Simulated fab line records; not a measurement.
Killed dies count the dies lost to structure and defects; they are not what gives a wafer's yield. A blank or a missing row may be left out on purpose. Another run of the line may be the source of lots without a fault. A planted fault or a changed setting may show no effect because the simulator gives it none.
fab line records	flow sky130
[record] lots = 12	wafers = 36	lastDay = 50
route steps=708 shown GATE_OXIDE@200 POLY_GATE@236 LDD_P@263 LDD_HVP@282 PAD_OPEN@708
lots untouched by any fault: they come from a run of this same line in which no faults occurred
startH: start of the lot's first displayed wafer, in hours after the record's first day	waitH: time in hours since the lot's previous step	" identical to the entry in the row above	L1.1+2: a row that stands for several wafers	- no value present, or no start provided	* or withheld: withheld	< > ~ a bound
route shown NAME@n: names a module that has steps shown in the file, with the first one's number in the route	usual: mean/standard deviation taken from wafers without a fault	same: alike in all rows	chamber/n: place in a boat	sites: each site's reading	_std_site: standard deviation of those values	_edge_site: outer sites' mean less inner sites'	radiusMm: how far each site lies from the wafer's centre	mask NAME#n: copy n	behind: the tool/chamber that last shaped the wafer	hold: why the lot was held/for how many hours/how that ended	device: names the non-switching transistor (n, p or np)	end of line: at the end of the route, the tests of the same wafers	a step with no rows: only its recipe	killed: not the wafer's yield, but the dies lost to structure and defects at the first sort	map: a wafer's dies, x killed, . not, _ none there
set.NAME: the setting that was run; set.NAME@STEP: the one run at that earlier step	model.NAME: the simulator's own value behind a step, which no gauge read
a sample of lots followed through the steps of the route, with each step as a table and each wafer as a row
services: from which hour (startH, from the record's first day; less than 0 if before it) a tool's chamber was out of use, for how many hours, and why
[[steps]]
[step SKY_GATE_OXIDE_STRIP_13]
[recipe] chemistry = O2/N2	powerW = 1400	pressureMtorr = 1500	platenTempC = withheld	o2FlowSccm = 3000	n2FlowSccm = 300	overashFraction = 0.5
[usual] drypumpMotorCurrentA = 5.8/0.5	oesProductAu = 0.715/0.005	stripTimeToEndpointS = 14.18/0.039
lot.wafer	tool	chamber	startH	waitH	drypumpMotorCurrentA	oesProductAu	rfHoursCounterH	stripTimeToEndpointS
L901.2	plasmaAsher-04	1	311.87	0.0	5.7	0.721	49	14.18
L901.3	"	0	"	"	5.2	0.709	-	14.15
L901.4	"	1	"	"	5.7	0.713	-	14.17
L903.1	plasmaAsher-04	1	323.92	0.0	5.7	0.721	50	14.21
L903.3	"	1	"	"	5.7	0.719	-	14.19
L903.5	"	0	"	"	5.2	0.717	-	14.21
L904.2	plasmaAsher-02	1	334.62	0.0	6.5	0.715	67	14.17
L904.4	"	0	"	"	6.3	0.718	-	14.19
L904.5	"	1	"	"	6.5	0.725	-	14.17
L905.1	plasmaAsher-02	0	340.40	0.0	6.2	0.714	68	14.27
L905.3	"	0	"	"	6.3	0.711	-	14.26
L905.4	"	1	"	"	6.5	0.708	-	14.28
L907.3	plasmaAsher-03	1	369.94	0.0	5.7	0.710	-	14.19
L907.5	"	0	"	"	5.2	0.716	-	14.16
L907.6	"	1	"	"	5.7	0.719	-	14.16
L908.1	plasmaAsher-03	0	374.00	0.0	5.2	0.714	68	14.22
L908.4	"	1	"	"	5.7	0.716	-	14.14
L908.5	"	1	"	"	5.7	0.716	-	14.16
L910.3	plasmaAsher-04	1	392.49	0.0	5.7	0.718	-	14.21
L910.4	"	0	"	"	5.2	0.724	-	14.22
L910.6	"	0	"	"	5.2	0.721	-	14.25
L913.1	plasmaAsher-02	1	402.28	0.0	6.5	0.716	71	14.13
L913.5	"	0	"	"	6.3	0.712	-	14.13
L913.6	"	1	"	"	6.5	0.716	-	14.12
L919.1	plasmaAsher-02	1	462.70	0.0	6.5	0.713	77	14.12
L919.3	"	1	"	"	6.5	0.720	-	14.11
L919.5	"	0	"	"	6.2	0.716	-	14.14
L922.2	plasmaAsher-04	1	487.17	0.0	5.7	0.717	68	14.10
L922.3	"	0	"	"	5.2	0.713	-	14.16
L922.4	"	1	"	"	5.7	0.720	-	14.16
L923.3	plasmaAsher-02	1	491.97	0.0	6.5	0.719	-	14.13
L923.4	"	0	"	"	6.3	0.710	-	14.11
L923.5	"	1	"	"	6.5	0.713	-	14.14
L924.1	plasmaAsher-02	0	511.87	0.0	6.3	0.715	83	14.21
L924.3	"	1	"	"	6.5	0.710	-	14.15
L924.5	"	1	"	"	6.5	0.718	-	14.13
[step SKY_POLY_GATE_CD_MEAS_22]
[usual] cdNm = 150.4/2.3
lot.wafer	tool	chamber	startH	waitH	cdNm
L901.2	cdSem-01	-	379.63	0.1	151.7
L901.3	"	-	"	"	151.1
L901.4	"	-	"	"	152.7
L903.1	cdSem-01	-	387.95	0.1	151.5
L903.3	"	-	"	"	149.3
L903.5	"	-	"	"	150.9
L904.2	cdSem-02	-	398.42	0.1	150.2
L904.4	"	-	"	"	149.1
L904.5	"	-	"	"	147.6
L905.1	cdSem-01	-	407.59	0.1	150.1
L905.3	"	-	"	"	148.4
L905.4	"	-	"	"	147.2
L907.3	cdSem-01	-	434.84	0.1	153.4
L907.5	"	-	"	"	152.0
L907.6	"	-	"	"	151.9
L908.1	cdSem-02	-	440.68	0.1	151.6
L908.4	"	-	"	"	148.0
L908.5	"	-	"	"	148.7
L910.3	cdSem-01	-	461.29	0.1	154.2
L910.4	"	-	"	"	153.0
L910.6	"	-	"	"	150.9
L913.1	cdSem-01	-	471.84	0.1	146.4
L913.5	"	-	"	"	146.4
L913.6	"	-	"	"	150.3
L919.1	cdSem-02	-	531.28	0.1	146.6
L919.3	"	-	"	"	146.4
L919.5	"	-	"	"	144.5
L922.2	cdSem-01	-	556.86	0.1	153.2
L922.3	"	-	"	"	152.3
L922.4	"	-	"	"	150.9
L923.3	cdSem-01	-	559.44	0.1	151.9
L923.4	"	-	"	"	155.8
L923.5	"	-	"	"	151.7
L924.1	cdSem-01	-	585.74	0.1	153.8
L924.3	"	-	"	"	147.4
L924.5	"	-	"	"	150.9
[step SKY_LDD_P_OVL_MEAS_08]
[usual] LDD_P_OVL = 0.6/1.3
lot.wafer	tool	chamber	startH	waitH	LDD_P_OVL[nm]
L901.2	overlay-01	-	439.81	0.1	0.4
L901.3	"	-	"	"	0.1
L901.4	"	-	"	"	-0.4
L903.1	overlay-01	-	448.34	0.1	-3.2
L903.3	"	-	"	"	2.0
L903.5	"	-	"	"	-1.1
L904.2	overlay-01	-	461.19	0.1	1.7
L904.4	"	-	"	"	0.2
L904.5	"	-	"	"	2.2
L905.1	overlay-02	-	469.10	0.1	0.8
L905.3	"	-	"	"	1.3
L905.4	"	-	"	"	1.2
L907.3	overlay-02	-	498.31	0.1	2.6
L907.5	"	-	"	"	0.7
L907.6	"	-	"	"	2.2
L908.1	overlay-02	-	503.70	0.1	-1.6
L908.4	"	-	"	"	1.7
L908.5	"	-	"	"	0.7
L910.3	overlay-02	-	523.76	0.1	2.1
L910.4	"	-	"	"	1.4
L910.6	"	-	"	"	1.1
L913.1	overlay-01	-	533.77	0.1	-1.0
L913.5	"	-	"	"	-0.3
L913.6	"	-	"	"	2.5
L919.1	overlay-01	-	592.57	0.1	-0.7
L919.3	"	-	"	"	0.9
L919.5	"	-	"	"	0.5
L922.2	overlay-01	-	616.81	0.1	1.0
L922.3	"	-	"	"	0.8
L922.4	"	-	"	"	3.1
L923.3	overlay-01	-	619.81	0.1	-1.2
L923.4	"	-	"	"	3.7
L923.5	"	-	"	"	1.8
L924.1	overlay-01	-	643.90	0.1	2.5
L924.3	"	-	"	"	1.0
L924.5	"	-	"	"	0.0
[step SKY_LDD_HVP_EXPOSE_04]
[recipe] maskId = HVPTM	na = 0.6	sourceShape = conventional	sigmaOuter = 0.6	polarization = unpolarized	targetCdNm = 700	doseMj = 86
lot.wafer	tool	chamber	startH	waitH	mask
L901.2+3+4	ilineStepper-02	0	487.83	-	HVPTM#0
L903.1+3+5	ilineStepper-01	0	495.06	-	HVPTM#0
L904.2+4+5	ilineStepper-02	0	506.56	-	HVPTM#0
L905.1+3+4	ilineStepper-01	0	516.21	-	HVPTM#0
L907.3+5+6	ilineStepper-02	0	544.90	-	HVPTM#0
L908.1+4+5	ilineStepper-02	0	552.13	-	LDNTM#0
L910.3+4+6	ilineStepper-02	0	567.15	-	HVPTM#0
L913.1+5+6	ilineStepper-01	0	579.22	-	HVPTM#0
L919.1+3+5	ilineStepper-01	0	635.24	-	HVPTM#0
L922.2+3+4	ilineStepper-02	0	659.04	-	HVPTM#0
L923.3+4+5	ilineStepper-02	0	661.36	-	HVPTM#0
L924.1+3+5	ilineStepper-02	0	685.73	-	HVPTM#0
[step SKY_LDD_HVP_OVL_MEAS_07]
[usual] LDD_HVP_OVL = -0.6/1.6
lot.wafer	tool	chamber	startH	waitH	LDD_HVP_OVL[nm]
L901.2	overlay-01	-	501.69	0.1	2.2
L901.3	"	-	"	"	1.7
L901.4	"	-	"	"	1.1
L903.1	overlay-02	-	509.33	0.1	-2.3
L903.3	"	-	"	"	-2.0
L903.5	"	-	"	"	-2.4
L904.2	overlay-02	-	522.99	0.1	-0.5
L904.4	"	-	"	"	-0.2
L904.5	"	-	"	"	-1.8
L905.1	overlay-02	-	530.89	0.2	-2.2
L905.3	"	-	"	"	-2.0
L905.4	"	-	"	"	-0.7
L907.3	overlay-02	-	560.13	0.1	-1.7
L907.5	"	-	"	"	-1.0
L907.6	"	-	"	"	-1.6
L908.1	overlay-01	-	565.13	0.1	-
L908.4	"	-	"	"	-
L908.5	"	-	"	"	-
L910.3	overlay-02	-	583.55	0.1	0.2
L910.4	"	-	"	"	0.1
L910.6	"	-	"	"	-0.9
L913.1	overlay-02	-	593.37	0.1	-0.6
L913.5	"	-	"	"	-2.4
L913.6	"	-	"	"	-2.3
L919.1	overlay-01	-	650.33	0.1	-2.2
L919.3	"	-	"	"	-1.2
L919.5	"	-	"	"	-0.5
L922.2	overlay-02	-	673.82	0.1	-0.1
L922.3	"	-	"	"	-0.3
L922.4	"	-	"	"	0.5
L923.3	overlay-02	-	676.14	0.1	-3.3
L923.4	"	-	"	"	-2.7
L923.5	"	-	"	"	-0.7
L924.1	overlay-01	-	698.98	0.1	2.5
L924.3	"	-	"	"	2.0
L924.5	"	-	"	"	0.8
[step SKY_LDD_HVP_TW_MEAS_10]
[usual] LDD_HVP_TW = 451/3.7
lot.wafer	tool	chamber	startH	waitH	LDD_HVP_TW
L901.2	filmMetro-03	-	501.98	0.1	455
L901.3	"	-	"	"	457
L901.4	"	-	"	"	456
L903.1	filmMetro-01	-	509.62	0.1	450
L903.3	"	-	"	"	449
L903.5	"	-	"	"	450
L904.2	filmMetro-01	-	523.28	0.1	449
L904.4	"	-	"	"	450
L904.5	"	-	"	"	451
L905.1	filmMetro-04	-	531.18	0.1	447
L905.3	"	-	"	"	446
L905.4	"	-	"	"	447
L907.3	filmMetro-01	-	560.54	0.1	448
L907.5	"	-	"	"	449
L907.6	"	-	"	"	447
L908.1	filmMetro-03	-	565.42	0.1	30
L908.4	"	-	"	"	30
L908.5	"	-	"	"	30
L910.3	filmMetro-01	-	583.84	0.1	447
L910.4	"	-	"	"	445
L910.6	"	-	"	"	449
L913.1	filmMetro-03	-	593.65	0.1	456
L913.5	"	-	"	"	456
L913.6	"	-	"	"	454
L919.1	filmMetro-04	-	650.62	0.1	449
L919.3	"	-	"	"	451
L919.5	"	-	"	"	451
L922.2	filmMetro-03	-	674.11	0.1	454
L922.3	"	-	"	"	455
L922.4	"	-	"	"	454
L923.3	filmMetro-04	-	676.44	0.1	450
L923.4	"	-	"	"	453
L923.5	"	-	"	"	451
L924.1	filmMetro-04	-	699.27	0.1	447
L924.3	"	-	"	"	448
L924.5	"	-	"	"	446
[step SKY_PAD_OPEN_PROBE_99]
[usual] killed_at_M0_to_M3 = 43/6.3	killed_at_M4_up = 3.3/1.7	killedAtContacts = 24/5.4	killedAtFrontEnd = 16/4.6	killedAtOther = 0.4/0.7	killedDies = 87/9.4	killedOnRim = 17/3.9	killedOpen = 47/6.9	killedShort = 39/6.1
[same] grossDies = 492	killedAtBackSide = 0
lot.wafer	tool	chamber	startH	waitH	killed_at_M0_to_M3	killed_at_M4_up	killedAtContacts	killedAtFrontEnd	killedAtOther	killedDies	killedOnRim	killedOpen	killedShort
L908.1	prober-01	-	1124.44	0.1	43	4	22	423	0	492	96	45	37
L908.4	prober-01	-	1124.59	0.2	52	1	21	418	0	492	96	53	38
L908.5	prober-01	-	1124.64	0.2	43	2	21	426	0	492	96	40	42
// killed by level:class
L908.1 LDD_HVP:areaExpose=410 LI_CONTACT:geometricParticle:open=8 VIA2:geometricParticle:open=8 CONTACT:geometricParticle:open=7 VIA3:geometricParticle:open=6 VIA2:geometricParticle:short=6 METAL1:geometricParticle:short=5 VIA1:geometricParticle:short=5
L908.4 LDD_HVP:areaExpose=401 VIA1:geometricParticle:open=15 VIA2:geometricParticle:open=8 LI_CONTACT:geometricParticle:open=6 VIA3:geometricParticle:open=6 FIELD_ISO:geometricParticle:open=5 CONTACT:geometricParticle:open=5 METAL1:geometricParticle:short=5
L908.5 LDD_HVP:areaExpose=410 CONTACT:geometricParticle:open=7 VIA1:geometricParticle:open=7 VIA2:geometricParticle:open=6 METAL3:geometricParticle:short=6 FIELD_ISO:geometricParticle:short=5 LI_CONTACT:geometricParticle:open=5 CONTACT:geometricParticle:short=5
[[services]]
tool	chamber	startH	hours	kind
ilineStepper-01	-	314.71	2.1	pm
ilineStepper-01	-	316.79	-	consumableReplace:lamp
ilineStepper-01	-	329.20	1.7	pm
ilineStepper-01	-	355.03	3.1	repair
plasmaAsher-02	-	357.24	28.1	pm
ilineStepper-02	-	360.10	1.7	pm
ilineStepper-02	-	374.56	2.1	pm
ilineStepper-02	-	376.64	-	consumableReplace:lamp
ilineStepper-01	-	392.58	14.3	repair
ilineStepper-01	0	403.55	-	calibration
ilineStepper-02	-	417.97	4.4	pm
ilineStepper-02	0	418.80	-	calibration
plasmaAsher-03	-	421.25	9.0	pm
plasmaAsher-03	0	421.25	9.0	ventCycle
plasmaAsher-03	1	421.25	9.0	ventCycle
plasmaAsher-02	-	483.43	1.0	repair
plasmaAsher-03	-	513.80	15.6	pm
plasmaAsher-02	-	522.68	2.8	pm
ilineStepper-01	-	531.71	28.9	pm
ilineStepper-01	-	560.60	1.7	pm
ilineStepper-02	-	578.28	1.7	pm
ilineStepper-01	-	617.97	6.8	repair
ilineStepper-01	0	622.13	-	calibration
ilineStepper-02	0	636.02	-	calibration
[[key]]
[firstSign] step = SKY_LDD_HVP_EXPOSE_04	reading = mask	direction = changed
[effect] step = SKY_LDD_HVP_OVL_MEAS_07	reading = LDD_HVP_OVL	direction = missing
[effect] step = SKY_LDD_HVP_TW_MEAS_10	reading = LDD_HVP_TW	direction = down	sigmas = 99+	usual = 451	struck = 30
[effect] step = SKY_PAD_OPEN_PROBE_99	reading = killedAtFrontEnd	direction = up	sigmas = 89	usual = 16	struck = 422
[moreKillsBornAt] SKY_LDD_HVP_EXPOSE_04@ilineStepper-02 = 1221
metAt SKY_LDD_HVP_EXPOSE_04
struckLots L908
testerLeftOut L908
notActingAt SKY_GATE_OXIDE_STRIP_13,SKY_POLY_GATE_CD_MEAS_22,SKY_LDD_P_OVL_MEAS_08
onsetBetween 544.90 552.13
[fault] kind = wrongMask	tool = any	chamber = -	onsetH = 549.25	steps = SKY_LDD_HVP_EXPOSE_04	auxCopy = LDNTM#0	scope = struckLotsOnly
// testerLeftOut: of these lots the tester's yield and bins aren't shown, on N5 and GAA mostly nor the transistor test; their killed dies are dies lost to structure and defects alone, not to doping, threshold or leakage, so they don't give the yield
